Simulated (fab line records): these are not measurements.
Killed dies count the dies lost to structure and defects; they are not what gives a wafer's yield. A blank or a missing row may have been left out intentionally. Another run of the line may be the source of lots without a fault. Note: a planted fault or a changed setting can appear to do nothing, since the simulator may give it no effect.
Struck lot and sound lot, side by side + flow sky130 + 18 out of 708 route steps
Sound: these wafers, L660.4, L660.5, L660.6. Wafers struck: L665.2, L665.4, L665.5. The cause is given at the end.
At each step with rows: each side's tool, then ch and its chambers, then its first start. Under that, the readings that differ: sound wafers + struck wafers + difference of the means + sigmas: that difference in standard deviations of wafers without a fault.
alike: a reading whose means differ by less than 2 such deviations, as well as words and numbers matching on both sides. not compared: withheld readings; readings where some wafer has no value; bounds like >300 that might hide an equal value; numbers whose values overlap and for which the record gives no deviation.
A row with sigmas, a row that says differs or no value, or rows on one side alone: a step with any of these is where the two part. Numbers that don't overlap but have no deviation are shown without sigmas and don't part them. Lack of a reading on every wafer of one side parts them only where that side has two or more wafers.

first, 3 steps without rows for these wafers: SKY_VT_ADJUST_HVTP_EXPOSE_04 (exposes mask HVTPM, target cd 380 nm); SKY_VT_ADJUST_HVTP_PEB_05; SKY_VT_ADJUST_HVTP_DEVELOP_06 (develop time 60 s).
SKY_VT_ADJUST_HVTP_CD_MEAS_07: target cd 380 nm.
  sound on cd_sem-01 at day 6 12:39; struck on cd_sem-02 at day 7 17:08
  alike: cd_nm
SKY_VT_ADJUST_HVTP_OVL_MEAS_08:
  sound on overlay-02 at day 6 12:43; struck on overlay-02 at day 7 17:14
  alike: VT_ADJUST_HVTP_OVL
following that, these wafers have no rows for 1 step: SKY_VT_ADJUST_HVTP_IMPLANT_09.
SKY_VT_ADJUST_HVTP_STRIP_10: strips in O2/N2.
  sound on plasma_asher-01 ch 0,1, day 6 12:56; struck on plasma_asher-04 ch 0,1, day 7 17:25
  alike: drypump_motor_current_A, n2_flow_sccm, oes_product_au, strip_time_to_endpoint_s
  not compared: rf_hours_counter_h
SKY_VT_ADJUST_HVTP_TW_MEAS_11:
  sound on film_metro-02 at day 6 13:01; struck on film_metro-02 at day 7 17:32
  alike: VT_ADJUST_HVTP_TW
then, 4 steps without rows for these wafers: SKY_VT_ADJUST_LVTN_DEHYDRATE_00 (time 60 s); SKY_VT_ADJUST_LVTN_HMDS_01 (prime time 60 s); SKY_VT_ADJUST_LVTN_COAT_02 (resist thk 3000 nm); SKY_VT_ADJUST_LVTN_SOFTBAKE_03.
SKY_VT_ADJUST_LVTN_EXPOSE_04: exposes mask NWM COMPLEMENT LESS NATIVE, target cd 840 nm.
  sound on iline_stepper-01 ch 0, day 6 22:42; struck on iline_stepper-02 ch 0, day 8 03:38
| reading                                | sound                      | struck            | difference | sigmas |
|----------------------------------------|----------------------------|-------------------|------------|--------|
| model.VT_ADJUST_LVTN.overlay_x_nm (nm) | -0.07147 -0.07147 -0.07147 | 320.7 320.7 320.7 | +320.8     |        |
  alike: mask
then, 2 steps without rows for these wafers: SKY_VT_ADJUST_LVTN_PEB_05; SKY_VT_ADJUST_LVTN_DEVELOP_06 (develop time 60 s).
SKY_VT_ADJUST_LVTN_OVL_MEAS_07:
  sound on overlay-01 at day 7 08:00; struck on overlay-02 at day 8 13:38
| reading                 | sound          | struck            | difference | sigmas      |
|-------------------------|----------------|-------------------|------------|-------------|
| VT_ADJUST_LVTN_OVL (nm) | -0.6 -1.6 -0.8 | 323.2 320.8 319.7 | +322.2     | +99 or more |
following that, these wafers have no rows for 1 step: SKY_VT_ADJUST_LVTN_IMPLANT_08.
-- here the record skips 39 days between the struck wafers' starts before and after, leaving off in module VT_ADJUST_LVTN and picking up in module PAD_OPEN (first step shown: number 708 of the route) --
SKY_PAD_OPEN_PROBE_99:
  sound on prober-02 at day 46 03:12; struck on prober-01 at day 47 11:53
| reading             | sound    | struck      | difference | sigmas |
|---------------------|----------|-------------|------------|--------|
| killed_at_front_end | 14 20 15 | 414 405 422 | +397       | +95    |
| killed_dies         | 97 97 85 | 482 483 485 | +390       | +42    |
| killed_on_rim       | 18 15 15 | 94 95 95    | +79        | +21    |
  alike: killed_at_M0_to_M3, killed_at_M4_up, killed_at_contacts, killed_at_other, killed_open, killed_short

WHERE THEY PART
Earliest at SKY_VT_ADJUST_LVTN_OVL_MEAS_07; latest, in this record, at SKY_PAD_OPEN_PROBE_99.

WHY: what had been put in by the simulator
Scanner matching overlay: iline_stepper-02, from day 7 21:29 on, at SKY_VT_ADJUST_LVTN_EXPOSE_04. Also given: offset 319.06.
